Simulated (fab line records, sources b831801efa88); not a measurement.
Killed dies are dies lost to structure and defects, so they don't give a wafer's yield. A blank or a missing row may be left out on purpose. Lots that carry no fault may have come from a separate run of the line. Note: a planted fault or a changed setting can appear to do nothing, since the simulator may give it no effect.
Split-lot trial | flow sky130 | 23 wafers read across 5 lots, on a route 708 steps long

== THE SPLIT ==
At SKY_VIA3_HDPCVD_00 (deposits SiO2, target thk 1635 nm, time 272.5 s), the setting time s was moved away from the recipe's 272.5 s on 11 of the 23 wafers read, by -9.6% to +8.2%. For the rest of the wafers, this setting stayed at what the recipe calls for.

Between the split and the reading, the file records no step.

== THE READING ==
VIA3_HDPCVD_THK at SKY_VIA3_THK_MEAS_01, in nm. On this fab line, fault-free wafers typically give 1637 nm with a standard deviation of 21 nm.

wafer  | tool, chamber at the split | time s as run, s | against the recipe | VIA3_HDPCVD_THK, nm | against lot-mates on the recipe
L074.1 | hdpcvd-01, 1               | 294.9            | +8.2%              | 1791                | +136
L074.2 | hdpcvd-01, 0               | 272.5            | recipe             | 1668                | -
L074.3 | hdpcvd-01, 2               | 272.5            | recipe             | 1642                | -
L074.4 | hdpcvd-01, 0               | 294.9            | +8.2%              | 1823                | +168
L074.5 | hdpcvd-01, 1               | 294.9            | +8.2%              | 1792                | +137
L076.1 | hdpcvd-01, 0,1             | 246.3            | -9.6%              | 1519                | -144
L076.2 | hdpcvd-01, 2               | 272.5            | recipe             | 1657                | -
L076.3 | hdpcvd-01, 1               | 272.5            | recipe             | 1668                | -
L076.5 | hdpcvd-01, 0               | 246.3            | -9.6%              | 1499                | -164
L076.6 | hdpcvd-01, 0,1             | 246.3            | -9.6%              | 1491                | -172
L079.1 | hdpcvd-02, 2               | 272.5            | recipe             | 1647                | -
L079.3 | hdpcvd-02, 0               | 272.5            | recipe             | 1602                | -
L079.5 | hdpcvd-02, 1               | 272.5            | recipe             | 1607                | -
L082.1 | hdpcvd-01, 2               | 272.5            | recipe             | 1626                | -
L082.2 | hdpcvd-01, 0               | 287.8            | +5.6%              | 1735                | +109
L082.4 | hdpcvd-01, 0               | 287.8            | +5.6%              | 1723                | +97
L082.5 | hdpcvd-01, 2               | 287.8            | +5.6%              | 1747                | +121
L082.6 | hdpcvd-01, 1               | 272.5            | recipe             | 1626                | -
L084.1 | hdpcvd-02, 0,1             | 248.7            | -8.7%              | 1483                | -155
L084.2 | hdpcvd-02, 0,1             | 248.7            | -8.7%              | 1485                | -153
L084.4 | hdpcvd-02, 2               | 272.5            | recipe             | 1640                | -
L084.5 | hdpcvd-02, 1               | 272.5            | recipe             | 1638                | -
L084.6 | hdpcvd-02, 0               | 272.5            | recipe             | 1635                | -
Rows listing several chambers each stand for several wafers; the file does not say which wafer went through which chamber.

FIT RESULTS
A straight line over all 23 wafers: VIA3_HDPCVD_THK changes by +16.9 nm for each +1% of time s; r = +0.98; the points scatter about the line by 21 nm.
The same after taking each lot's own level away (the mean of its wafers on the recipe; 23 wafers): +17.5 nm for each +1%; r = +0.99; scatter 13 nm.
According to that fit, moving time s by its largest amount changes the reading by 1.7e+02 nm.
Measured against the standard deviation above, the lots' own levels, which go from 1618.7 to 1662.5 nm, span 2.1 times it.
Consequently the slope shifts little with the lot-to-lot level, the two slopes agreeing.
Check: for one of the wafers moved furthest among these (-9.6%), held out of the fit, the line's prediction against its lot-mates is -170 nm. Against them it came out at -144 nm.

== FURTHER SPLITS ON THESE WAFERS ==
Note: prior to the reading, these wafers also went through further splits. Each is held against what the fit with the lots' levels taken away leaves over:
other split on the same wafers  | wafers away from the commonest value | r with VIA3_HDPCVD_THK (lot level and that fit taken away)
SKY_METAL2_SPUTTER_02 power w   | 8                                    | +0.06
SKY_VIA2_COAT_07 spin rpm       | 6                                    | +0.23
SKY_VIA2_ETCH_14 bias w         | 8                                    | +0.17
SKY_VIA2_SPUTTER_20 time s      | 7                                    | -0.05
SKY_CAPM_DEVELOP_11 dev temp c  | 9                                    | -0.34
SKY_METAL3_EXPOSE_10 dose mj    | 10                                   | +0.25
SKY_METAL3_METAL_ETCH_18 bias w | 4                                    | -0.19

== THE WHOLE CHAIN: every reading that the file lists as answering this split, in the file's order ==
step                 | what it does                                    | reading                                                                        | change (the file's fit)              | r (the file's)
SKY_VIA3_HDPCVD_00   | deposits SiO2, target thk 1635 nm, time 272.5 s | SiO2_of_VIA3_HDPCVD_00.thk nm (the simulator's own value, which no gauge read) | +17.7 nm for each +1% of the setting | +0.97
SKY_VIA3_THK_MEAS_01 |                                                 | VIA3_HDPCVD_THK                                                                | +17.5 for each +1% of the setting    | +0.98

== THE FILE'S OWN FIT ==
VIA3_HDPCVD_THK changes by +17.5 nm for each +1% of time s, r = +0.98.
